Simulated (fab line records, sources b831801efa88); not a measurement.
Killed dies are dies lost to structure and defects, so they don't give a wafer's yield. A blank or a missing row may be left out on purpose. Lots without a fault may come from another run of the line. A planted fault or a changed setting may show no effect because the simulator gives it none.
fab line records | flow sky130
record lots=14 wafers=42 last_day=50
route steps=708 shown VIA1@482
lots that met no fault: from a run of the same line without faults
start_h: hours from the record's first day to the start of the lot's first wafer shown | wait_h: hours since the lot's step before | " the same as in the row above | L1.1+2: a row that stands for several wafers | - no value, or no start given | * or withheld: withheld | < > ~ a bound
route shown NAME@n: a module of which the file shows steps, and the number in the route of the first | usual: mean/standard deviation of fault-free wafers | same: alike in all rows | chamber/n: place in a boat | sites: the reading at each site | _std_site: their standard deviation | _edge_site: outer sites' mean less inner sites' | radius_mm: how far each site lies from the wafer's centre | mask NAME#n: copy n | behind: the tool/chamber that last shaped the wafer | hold: why the lot was held/for how many hours/how that ended | device: the transistor (n, p or np) that didn't switch | end of line: the same wafers' tests at the end of the route | a step without rows: its recipe alone | killed: dies lost to structure and defects at the first sort, not the wafer's yield | map: a wafer's dies, x killed, . not, _ none there
set.NAME: the setting as run; set.NAME@STEP: as run at that earlier step | model.NAME: the simulator's own value behind a step, which no gauge read
steps of the route over a sample of lots; a table a step, a row a wafer
services: from which hour (start_h, from the record's first day; less than 0 if before it) a tool's chamber was out of use, for how many hours, and why
## steps
# step SKY_VIA1_CMP_24
# recipe stop_on=SiO2 t_overpolish_s=15 down_force_psi=3.5 platen_rpm=60 target_thk_nm=0 pad_velocity_m_s=0.94248
# usual edge_zone_pressure_frac=0.999/0.0047 head_pressure_psi=3.500/0.0079 motor_current_A=11.3/1.2 overpolish_run_s=15.001/0.0086 time_to_endpoint_s=65.7/2.5
# columns lot.wafer tool chamber start_h wait_h edge_zone_pressure_frac head_pressure_psi motor_current_A overpolish_run_s time_to_endpoint_s
L179.2 cmp-01 3 789.17 0.1 0.996 3.494 10.8 14.984 60.8
L179.5 " 2 " " 0.997 3.504 9.6 15.004 64.4
L179.6 " 3 " " 1.004 3.496 10.6 15.003 63.6
L181.4 cmp-01 1 799.47 0.1 0.990 3.502 10.8 15.017 65.1
L181.3 " 2 " " 1.004 3.487 9.8 14.991 63.7
L181.5 " 1 " " 1.001 3.507 11.0 15.009 63.6
L182.1 cmp-01 0 813.29 0.1 1.004 3.503 12.3 15.008 65.3
L182.6 " 2 " " 0.999 3.498 9.5 15.000 66.1
L182.5 " 3 " " 0.994 3.491 11.3 15.003 66.8
L183.1 cmp-01 3 825.26 0.1 0.997 3.515 11.3 15.012 68.2
L183.4 " 0 " " 1.002 3.478 12.2 14.995 70.2
L183.6 " 3 " " 1.000 3.496 10.7 14.999 65.5
L186.1 cmp-01 3 849.43 0.1 0.994 3.515 11.3 15.006 64.1
L186.4 " 0 " " 0.996 3.504 12.9 15.006 66.7
L186.5 " 2 " " 0.996 3.495 9.5 14.989 63.4
L188.3 cmp-02 3 853.57 0.0 0.999 3.495 13.8 15.005 64.0
L188.1 " 0 " " 0.997 3.499 10.6 15.001 68.3
L188.2 " 2 " " 1.006 3.491 10.6 15.013 69.2
L190.3 cmp-01 3 936.59 0.0 0.996 3.494 10.6 15.002 63.0
L190.4 " 0 " " 0.989 3.488 12.0 14.988 68.0
L190.2 " 2 " " 0.998 3.496 9.8 15.014 63.9
L191.3 cmp-01 2 937.54 0.0 0.998 3.509 9.8 15.001 63.7
L191.1 " 3 " " 1.002 3.508 10.8 14.996 64.7
L191.4 " 0 " " 0.997 3.503 12.5 14.997 65.5
L192.4 cmp-02 2 938.60 0.2 - - - - -
L192.3 " 3 " " - - - - -
L192.6 " 1 " " - - - - -
L195.3 cmp-02 1 938.90 0.1 - - - - -
L195.2 " 2 " " - - - - -
L195.6 " 3 " " - - - - -
L193.2 cmp-02 2 940.36 0.0 1.007 3.487 10.2 14.999 69.0
L193.4 " 0 " " 1.000 3.511 11.0 15.007 69.2
L193.3 " 1 " " 1.003 3.501 12.1 15.003 68.5
L200.3 cmp-01 1 943.79 0.0 0.991 3.502 11.9 15.000 62.7
L200.1 " 3 " " 1.003 3.496 10.4 14.993 62.4
L200.6 " 2 " " 1.001 3.508 9.7 14.994 64.0
L201.3 cmp-02 0 947.16 0.2 0.997 3.500 10.3 15.003 67.2
L201.5 " 2 " " 0.994 3.506 11.0 14.993 70.1
L201.6 " 3 " " 1.003 3.494 13.4 14.998 67.8
L202.1 cmp-01 2 953.67 0.1 1.008 3.487 9.9 14.998 64.1
L202.4 " 3 " " 1.000 3.499 10.4 15.001 60.9
L202.6 " 2 " " 1.009 3.506 9.9 15.013 64.7
## services
# columns tool chamber start_h hours kind
cmp-02 - 770.13 13.8 pm
cmp-01 - 780.91 1.5 repair
cmp-02 - 798.91 0.6 repair
cmp-01 - 839.57 1.1 repair
cmp-01 - 840.69 5.2 pm
cmp-02 - 899.82 3.9 pm
cmp-02 - 905.68 2.5 repair
cmp-01 - 912.17 4.0 pm
cmp-01 - 916.17 - consumable_replace:conditioner
cmp-01 - 916.17 - consumable_replace:pad
cmp-01 - 921.82 3.0 repair
cmp-01 - 937.85 4.6 repair
cmp-01 - 944.60 2.8 repair
cmp-01 - 947.39 0.7 repair
## key
first_sign step=SKY_VIA1_CMP_24 reading=tool_record direction=missing
effect none on later readings
met_at SKY_VIA1_CMP_24
struck_lots L192,L195
later_rows_left_out L192.3,L192.4,L192.6,L195.2,L195.3,L195.6
sort_left_out L192.3,L192.4,L192.6,L195.2,L195.3,L195.6
onset_between 853.57 938.60
fault kind=skipped_step_whole tool=cmp-02 chamber=- onset_h=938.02 steps=SKY_VIA1_CMP_24 scope=struck_lots_only
# sort_left_out: the simulated sort isn't trusted on such a fault, so these wafers' sort isn't shown, and their yield isn't known
# later_rows_left_out: the simulator's readings of these wafers behind a module that went badly wrong aren't trusted and aren't shown, but for the sort
